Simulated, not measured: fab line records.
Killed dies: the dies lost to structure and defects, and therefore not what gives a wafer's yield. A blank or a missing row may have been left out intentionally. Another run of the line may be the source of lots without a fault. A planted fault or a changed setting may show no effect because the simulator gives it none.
fab line records    flow gf180mcu
record lots=14  wafers=42  lastDay=34
route steps=602 shown STI@3 LVPWELL@64 MVPSD@84
lots with no fault: from the same line, run without faults
startH: hours from the record's opening day to when the first of the lot's shown wafers began    waitH: hours from the lot's prior step to this one    " as in the row above    L1.1+2: several wafers, shown together as one row    - either no value or no given start    * or withheld: withheld    < > ~ a bound
route shown NAME@n: a module of which the file shows steps, and the number in the route of the first    usual: average and standard deviation across the fault-free wafers    same: alike in all rows    chamber/n: place in a boat    sites: each site's reading    _std_site: their standard deviation    _edge_site: mean of outer sites minus mean of inner sites    radiusMm: for every site, how far away it sits from the centre of the wafer    mask NAME#n: copy n    behind: the last tool/chamber to shape the wafer    hold: the reason the lot was held/the length of the hold in hours/how it ended    device: which transistor (n, p or np) failed to switch    end of line: the tests these same wafers got at the end of their route    a step without rows: its recipe alone    killed: the dies lost at the first sort to structure and to defects; this is not the yield of the wafer    map: dies across one wafer; x = killed, . = not, _ = none there
set.NAME: the setting that was run; set.NAME@STEP: the one run at that earlier step    model.NAME: the simulator's own value behind a step, which no gauge read
route steps across a sampled set of lots; one table per step, one row per wafer
services: the hour from which a tool's chamber was out of use, counted from the record's first day as startH (under 0 if before that day), plus the number of hours and why
## steps
# step GF_STI_THK_MEAS_02
# recipe reads=SiO2_of_STI_OXIDATION_01
# usual STI_OXIDATION_THK=10.09/0.15
lot.wafer  tool          chamber  startH  waitH  STI_OXIDATION_THK[nm]
L780.1     filmMetro-01  -        11.51   0.0    9.94
L780.3     "             -        "       "      9.77
L780.6     "             -        "       "      9.84
L781.2     filmMetro-02  -        16.76   0.0    10.17
L781.4     "             -        "       "      10.26
L781.6     "             -        "       "      10.15
L782.2     filmMetro-02  -        21.52   0.0    9.98
L782.4     "             -        "       "      9.84
L782.6     "             -        "       "      10.06
L783.1     filmMetro-01  -        26.51   0.0    10.25
L783.2     "             -        "       "      10.26
L783.3     "             -        "       "      10.26
L784.2     filmMetro-02  -        31.52   0.0    10.01
L784.5     "             -        "       "      10.04
L784.6     "             -        "       "      10.14
L785.2     filmMetro-02  -        36.54   0.0    9.96
L785.3     "             -        "       "      10.03
L785.6     "             -        "       "      10.05
L787.1     filmMetro-02  -        47.24   0.0    9.79
L787.4     "             -        "       "      10.01
L787.6     "             -        "       "      9.97
L794.1     filmMetro-04  -        82.84   0.0    10.01
L794.3     "             -        "       "      10.09
L794.4     "             -        "       "      9.94
L795.2     filmMetro-02  -        89.59   0.0    9.97
L795.4     "             -        "       "      9.89
L795.6     "             -        "       "      10.00
L798.2     filmMetro-04  -        102.28  0.0    10.37
L798.3     "             -        "       "      10.32
L798.6     "             -        "       "      10.36
L799.1     filmMetro-02  -        106.51  0.0    10.23
L799.2     "             -        "       "      10.10
L799.5     "             -        "       "      10.04
L801.4     filmMetro-02  -        116.88  0.0    10.49
L801.5     "             -        "       "      10.26
L801.6     "             -        "       "      10.26
L802.3     filmMetro-02  -        122.55  0.0    10.13
L802.4     "             -        "       "      9.89
L802.5     "             -        "       "      9.98
L803.2     filmMetro-02  -        126.74  0.0    10.15
L803.4     "             -        "       "      10.11
L803.5     "             -        "       "      10.10
# step GF_LVPWELL_STRIP_10
# recipe chemistry=O2/N2  powerW=1400  pressureMtorr=1500  platenTempC=250  o2FlowSccm=3000  n2FlowSccm=300  overashFraction=0.5
# usual drypumpMotorCurrentA=5.47/0.18  heaterPowerW=324/29  o2FlowSccm=3001/8  oesProductAu=0.721/0.0046  stripTimeToEndpointS=36.94/0.11
lot.wafer  tool            chamber  startH  waitH  drypumpMotorCurrentA  heaterPowerW  o2FlowSccm  oesProductAu  rfHoursCounterH  stripTimeToEndpointS
L780.1     plasmaAsher-04  0        68.67   0.1    5.59                  290           3000        0.715         44               36.98
L780.3     "               1        "       "      5.40                  315           2999        0.724         -                37.07
L780.6     "               1        "       "      5.46                  309           2994        0.720         -                37.09
L781.2     plasmaAsher-02  0        73.96   0.1    5.43                  357           2994        0.714         43               36.87
L781.4     "               0        "       "      5.44                  351           2995        0.723         -                36.88
L781.6     "               1        "       "      5.34                  309           2992        0.724         -                36.78
L782.2     plasmaAsher-02  0        79.77   0.1    5.40                  343           3005        0.712         44               36.95
L782.4     "               1        "       "      5.34                  313           2984        0.722         -                36.94
L782.6     "               0        "       "      5.44                  355           3007        0.723         -                37.03
L783.1     plasmaAsher-04  0        85.02   0.1    5.63                  300           3002        0.714         46               37.03
L783.2     "               1        "       "      5.39                  312           3018        0.723         46               37.22
L783.3     "               0        "       "      5.65                  291           2992        0.726         -                37.08
L784.2     plasmaAsher-02  1        90.52   0.1    5.35                  310           3004        0.723         45               36.77
L784.5     "               1        "       "      5.35                  318           3013        0.718         -                36.83
L784.6     "               0        "       "      5.44                  349           2995        0.727         -                36.83
L785.2     plasmaAsher-01  0        96.72   0.1    5.30                  364           3003        0.719         28               36.99
L785.3     "               0        "       "      5.30                  366           3006        0.722         -                36.95
L785.6     "               1        "       "      5.84                  282           3003        0.727         -                37.07
L787.1     plasmaAsher-01  1        109.51  0.1    5.85                  293           2991        0.733         29               37.04
L787.4     "               0        "       "      5.29                  362           2995        0.714         -                36.97
L787.6     "               1        "       "      5.85                  289           2991        0.718         -                37.04
L794.1     plasmaAsher-01  0        148.07  0.1    5.29                  362           3002        0.718         33               37.05
L794.3     "               1        "       "      5.85                  283           2996        0.732         -                37.07
L794.4     "               0        "       "      5.31                  367           3005        0.722         -                37.03
L795.2     plasmaAsher-04  0        156.77  0.1    5.62                  269           3016        0.722         3                36.96
L795.4     "               1        "       "      5.44                  313           2980        0.721         -                36.88
L795.6     "               0        "       "      5.69                  286           3010        0.728         -                36.90
L798.2     plasmaAsher-02  0        170.52  0.1    5.44                  360           3009        0.721         54               36.93
L798.3     "               0        "       "      5.45                  349           3006        0.720         -                36.76
L798.6     "               1        "       "      5.36                  312           2994        0.724         -                36.77
L799.1     plasmaAsher-02  0        176.77  0.1    5.46                  353           2997        0.722         55               36.80
L799.2     "               1        "       "      5.35                  316           3012        0.729         55               36.70
L799.5     "               1        "       "      5.34                  311           2994        0.731         -                36.75
L801.4     plasmaAsher-02  0        186.39  0.1    5.46                  352           3002        0.722         -                36.75
L801.5     "               1        "       "      5.36                  312           2995        0.722         -                36.85
L801.6     "               0        "       "      5.47                  350           3009        0.717         -                36.92
L802.3     plasmaAsher-01  0        193.05  0.1    5.28                  360           3008        0.722         -                36.90
L802.4     "               1        "       "      5.84                  289           3000        0.718         -                36.86
L802.5     "               1        "       "      5.84                  288           2988        0.719         -                36.84
L803.2     plasmaAsher-01  1        199.07  0.1    5.83                  288           3007        0.723         38               36.83
L803.4     "               1        "       "      5.83                  286           3012        0.717         -                36.85
L803.5     "               0        "       "      5.30                  362           3003        0.717         -                36.78
# step GF_MVPSD_DEVELOP_06
# recipe wallAngleDeg=90  developTimeS=60  devTempC=23
# usual chillPlateTempC=22.99/0.1  developTimeS=60/0
lot.wafer  tool           chamber  startH  waitH  chillPlateTempC  developTimeS
L780.1     lithoTrack-03  0        95      -      23.11            60
L780.3     "              0        "       "      23.12            60
L780.6     "              0        96      -      23.15            60
L781.2     lithoTrack-03  0        101     -      23.06            60
L781.4     "              0        "       "      23.09            60
L781.6     "              0        102     -      22.97            60
L782.2     lithoTrack-02  0        107     -      23.08            60
L782.4     "              0        "       "      22.88            60
L782.6     "              0        "       "      22.85            60
L783.1     lithoTrack-02  0        113     -      23.04            60
L783.2     "              0        "       "      23.02            60
L783.3     "              0        "       "      23.10            60
L784.2     lithoTrack-02  0        119     -      22.92            60
L784.5     "              0        "       "      22.94            60
L784.6     "              0        "       "      22.93            60
L785.2     lithoTrack-02  0        126     -      22.96            60
L785.3     "              0        "       "      22.99            60
L785.6     "              0        "       "      23.11            60
L787.1     lithoTrack-01  0        139     -      23.04            60
L787.4     "              0        "       "      22.91            60
L787.6     "              0        "       "      22.91            60
L794.1     lithoTrack-02  -        180     -      -                -
L794.3     "              -        "       "      -                -
L794.4     "              -        "       "      -                -
L795.2     lithoTrack-01  -        188     -      -                -
L795.4     "              -        "       "      -                -
L795.6     "              -        "       "      -                -
L798.2     lithoTrack-01  0        204     -      22.74            60
L798.3     "              0        "       "      23.00            60
L798.6     "              0        "       "      22.98            60
L799.1     lithoTrack-02  0        211     -      22.98            60
L799.2     "              0        "       "      22.89            60
L799.5     "              0        "       "      23.06            60
L801.4     lithoTrack-02  0        220     -      22.79            60
L801.5     "              0        "       "      22.96            60
L801.6     "              0        "       "      22.90            60
L802.3     lithoTrack-03  0        227     -      23.06            60
L802.4     "              0        "       "      23.09            60
L802.5     "              0        "       "      22.89            60
L803.2     lithoTrack-03  0        234     -      22.86            60
L803.4     "              0        "       "      22.98            60
L803.5     "              0        "       "      22.94            60
# step GF_MVPSD_STRIP_10
# recipe chemistry=O2/N2  powerW=1400  pressureMtorr=1500  platenTempC=250  o2FlowSccm=3000  n2FlowSccm=300  overashFraction=0.5
# usual drypumpMotorCurrentA=5.43/0.12  heaterPowerW=323/26  o2FlowSccm=2999/9  oesProductAu=0.721/0.0048  stripTimeToEndpointS=36.93/0.1
lot.wafer  tool            chamber  startH  waitH  drypumpMotorCurrentA  heaterPowerW  o2FlowSccm  oesProductAu  rfHoursCounterH  stripTimeToEndpointS
L780.1     plasmaAsher-02  0        96.42   0.1    5.47                  351           2998        0.726         46               36.96
L780.3     "               1        "       "      5.34                  313           2985        0.714         -                36.93
L780.6     "               0        "       "      5.49                  345           3026        0.718         -                36.95
L781.2     plasmaAsher-04  0        102.37  0.1    5.59                  299           3011        0.728         48               36.97
L781.4     "               1        "       "      5.43                  312           2990        0.713         -                36.88
L781.6     "               1        "       "      5.41                  316           2980        0.727         -                37.02
L782.2     plasmaAsher-03  1        107.91  0.1    5.59                  302           2998        0.727         44               36.85
L782.4     "               1        "       "      5.58                  314           2990        0.714         -                36.94
L782.6     "               0        "       "      5.22                  355           2995        0.713         -                36.93
L783.1     plasmaAsher-02  1        113.51  0.1    5.34                  315           2999        0.723         48               36.97
L783.2     "               0        "       "      5.47                  350           2998        0.721         48               36.83
L783.3     "               0        "       "      5.45                  338           3017        0.720         -                36.91
L784.2     plasmaAsher-03  1        119.81  0.1    5.60                  312           3009        0.724         45               37.05
L784.5     "               1        "       "      5.58                  313           3002        0.733         -                37.12
L784.6     "               0        "       "      5.17                  360           2997        0.724         -                37.15
L785.2     plasmaAsher-03  1        127.21  0.1    5.59                  307           3014        0.725         46               36.90
L785.3     "               0        "       "      5.23                  361           3002        0.728         -                36.84
L785.6     "               0        "       "      5.20                  358           2990        0.727         -                36.98
L787.1     plasmaAsher-03  1        139.61  0.1    5.59                  313           3003        0.729         48               36.93
L787.4     "               1        "       "      5.59                  309           2998        0.722         -                36.79
L787.6     "               1        "       "      5.58                  308           3008        0.723         -                36.85
L794.1     plasmaAsher-04  1        180.96  0.1    5.42                  300           2985        0.727         6                36.87
L794.3     "               0        "       "      5.58                  276           3005        0.727         -                36.97
L794.4     "               1        "       "      5.38                  306           2991        0.726         -                37.02
L795.2     plasmaAsher-03  1        189.36  0.1    5.57                  313           2999        0.719         53               37.00
L795.4     "               1        "       "      5.56                  320           3001        0.722         -                37.02
L795.6     "               0        "       "      5.22                  361           3007        0.716         -                36.86
L798.2     plasmaAsher-04  1        204.71  0.1    5.43                  305           3005        0.729         9                36.82
L798.3     "               1        "       "      5.42                  301           2999        0.718         -                36.89
L798.6     "               1        "       "      5.40                  316           3009        0.714         -                36.95
L799.1     plasmaAsher-04  1        211.51  0.1    5.43                  304           3008        0.726         9                37.02
L799.2     "               0        "       "      5.67                  280           3008        0.721         9                36.93
L799.5     "               0        "       "      5.68                  274           3003        0.725         -                37.04
L801.4     plasmaAsher-02  1        221.34  0.1    5.35                  318           2983        0.722         -                36.98
L801.5     "               0        "       "      5.48                  348           3006        0.723         -                36.96
L801.6     "               1        "       "      5.36                  315           2977        0.718         -                36.87
L802.3     plasmaAsher-02  1        228.26  0.1    5.34                  308           2998        0.720         -                36.92
L802.4     "               0        "       "      5.43                  348           2989        0.722         -                36.81
L802.5     "               1        "       "      5.35                  310           2997        0.724         -                37.00
L803.2     plasmaAsher-02  1        234.72  0.1    5.37                  311           2996        0.721         60               37.02
L803.4     "               0        "       "      5.42                  344           2995        0.718         -                36.93
L803.5     "               0        "       "      5.44                  344           2993        0.725         -                36.97
## services
tool            chamber  startH  hours  kind
plasmaAsher-04  -        108.75  9.0    pm
plasmaAsher-04  0        108.75  9.0    ventCycle
plasmaAsher-04  1        108.75  9.0    ventCycle
plasmaAsher-04  0        117.75  -      clean
plasmaAsher-04  1        117.75  -      clean
plasmaAsher-04  -        135.10  3.2    repair
plasmaAsher-01  -        162.53  0.9    repair
lithoTrack-03   -        223.48  -      consumableReplace:filter
plasmaAsher-01  -        231.14  3.0    repair
## key
firstSign step=GF_MVPSD_DEVELOP_06  reading=toolRecord  direction=missing
effect none on later readings
metAt GF_MVPSD_DEVELOP_06
struckLots L794,L795
sortLeftOut L794.1,L794.3,L794.4,L795.2,L795.4,L795.6
testerLeftOut L794,L795
notActingAt GF_STI_THK_MEAS_02,GF_LVPWELL_STRIP_10,GF_MVPSD_STRIP_10
onsetBetween 139 180
fault kind=skippedStepWhole  tool=lithoTrack-01,lithoTrack-02  chamber=-  onsetH=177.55  steps=GF_MVPSD_DEVELOP_06  scope=struckLotsOnly
# testerLeftOut: of these lots the tester's yield and bins aren't shown, on N5 and GAA mostly nor the transistor test; their killed dies are dies lost to structure and defects alone, not to doping, threshold or leakage, so they don't give the yield
# sortLeftOut: the simulated sort isn't trusted on such a fault, so these wafers' sort isn't shown, and their yield isn't known
